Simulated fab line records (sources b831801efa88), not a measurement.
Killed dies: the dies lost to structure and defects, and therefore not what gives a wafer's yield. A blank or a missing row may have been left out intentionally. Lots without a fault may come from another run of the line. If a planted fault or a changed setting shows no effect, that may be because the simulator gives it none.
Which of the tools did it?    flow sky130    30 wafers from 10 lots sampled at 4 of the route's 708 steps

## WHAT THE GAUGES READ, wafer by wafer
SKY_CONTACT_RS_MEAS_25: the measuring method here is four-point-probe.
lot   measured      on             CONTACT_W_RS (ohm/sq)
L617  day 31 14:28  film-metro-04  0.333 0.333 0.335
L619  day 31 22:14  film-metro-02  0.343 0.341 0.331
L620  day 32 08:28  film-metro-04  0.339 0.342 0.341
L621  day 32 15:52  film-metro-04  0.336 0.340 0.335
L623  day 33 16:29  film-metro-02  0.336 0.339 0.341
L624  day 34 01:57  film-metro-03  0.338 0.343 0.343
L625  day 34 22:10  film-metro-04  0.339 0.339 0.343
L628  day 35 06:49  film-metro-04  0.336 0.336 0.342
L632  day 37 02:31  film-metro-02  0.343 0.443 0.335
L640  day 38 20:26  film-metro-02  0.342 0.347 0.340

## TOOL THAT RAN EACH LOT (tool first, then ch and the chambers of the sampled wafers, then the start)
lot   SKY_LOCAL_INTERCONNECT_METAL_ETCH_14  SKY_CONTACT_ETCH_17                 SKY_CONTACT_CVD_24
L617  rie-metal-01 ch 0,1, day 30 09:40     rie-diel-03 ch 0,2,3, day 31 13:35  cvd-w-02 ch 0,1, day 31 14:21
L619  rie-metal-01 ch 1, day 30 16:53       rie-diel-02 ch 1,2, day 31 21:23    cvd-w-01 ch 0,1, day 31 22:08
L620  rie-metal-01 ch 1, day 31 03:08       rie-diel-02 ch 0,1, day 32 07:35    cvd-w-01 ch 0, day 32 08:20
L621  rie-metal-03 ch 1, day 31 09:52       rie-diel-03 ch 0,1, day 32 14:58    cvd-w-01 ch 0,1, day 32 15:44
L623  rie-metal-02 ch 0,1, day 32 11:31     rie-diel-02 ch 0,1, day 33 15:36    cvd-w-01 ch 1, day 33 16:21
L624  rie-metal-02 ch 0,1, day 32 21:13     rie-diel-01 ch 0,2,3, day 34 01:05  cvd-w-01 ch 0,1, day 34 01:49
L625  rie-metal-03 ch 0,1, day 33 16:46     rie-diel-01 ch 0,2,3, day 34 21:17  cvd-w-01 ch 0,1, day 34 22:02
L628  rie-metal-02 ch 0,1, day 34 02:34     rie-diel-03 ch 0,1,2, day 35 05:56  cvd-w-01 ch 0,1, day 35 06:42
L632  rie-metal-03 ch 0,1, day 35 22:08     rie-diel-03 ch 0,1,2, day 37 01:38  cvd-w-01 ch 0,1, day 37 02:23
L640  rie-metal-01 ch 0,1, day 37 16:50     rie-diel-03 ch 0,2,3, day 38 19:32  cvd-w-02 ch 0,1, day 38 20:19
- SKY_LOCAL_INTERCONNECT_METAL_ETCH_14: etches TiN in Cl2/BCl3, stops on PSG, target depth 110 nm, time 31.4 s.
- SKY_CONTACT_ETCH_17: etches SiO2 in C4F8/O2/Ar, stops on Si3N4, target depth 340 nm.
- SKY_CONTACT_CVD_24: deposits W, target thk 340 nm, time 102.12 s.

## THE ANSWER, worked out from the rows above alone
Rule: usual is defined by the lots themselves. Put in order of their means at a reading, lots are off if they are a third of the lots or fewer, leave a main group of 4 or more, and stand apart from it by a gap of 3 or more times the standard deviation of the main group's means; of several such gaps the widest counts. A main group whose means are all the same, to the digits that the tables above print for the reading, isn't used. Also off: a lot with no number at a reading for which 4 or more lots have one. The other lots that the step has rows for count as sound.
Off: at SKY_CONTACT_RS_MEAS_25 (CONTACT_W_RS), L632. Main group: mean 0.339 ohm/sq, sd 0.0026.
A tool fits if, at a process step before that reading, it ran every lot that is off, and no sound lot after the first of them. The gauges at SKY_CONTACT_RS_MEAS_25 are tried like those tools. This does not decide it: 2 tools fit, namely rie-metal-03 at SKY_LOCAL_INTERCONNECT_METAL_ETCH_14 and cvd-w-01 at SKY_CONTACT_CVD_24.

## WHAT HAD BEEN PUT IN BY THE SIMULATOR
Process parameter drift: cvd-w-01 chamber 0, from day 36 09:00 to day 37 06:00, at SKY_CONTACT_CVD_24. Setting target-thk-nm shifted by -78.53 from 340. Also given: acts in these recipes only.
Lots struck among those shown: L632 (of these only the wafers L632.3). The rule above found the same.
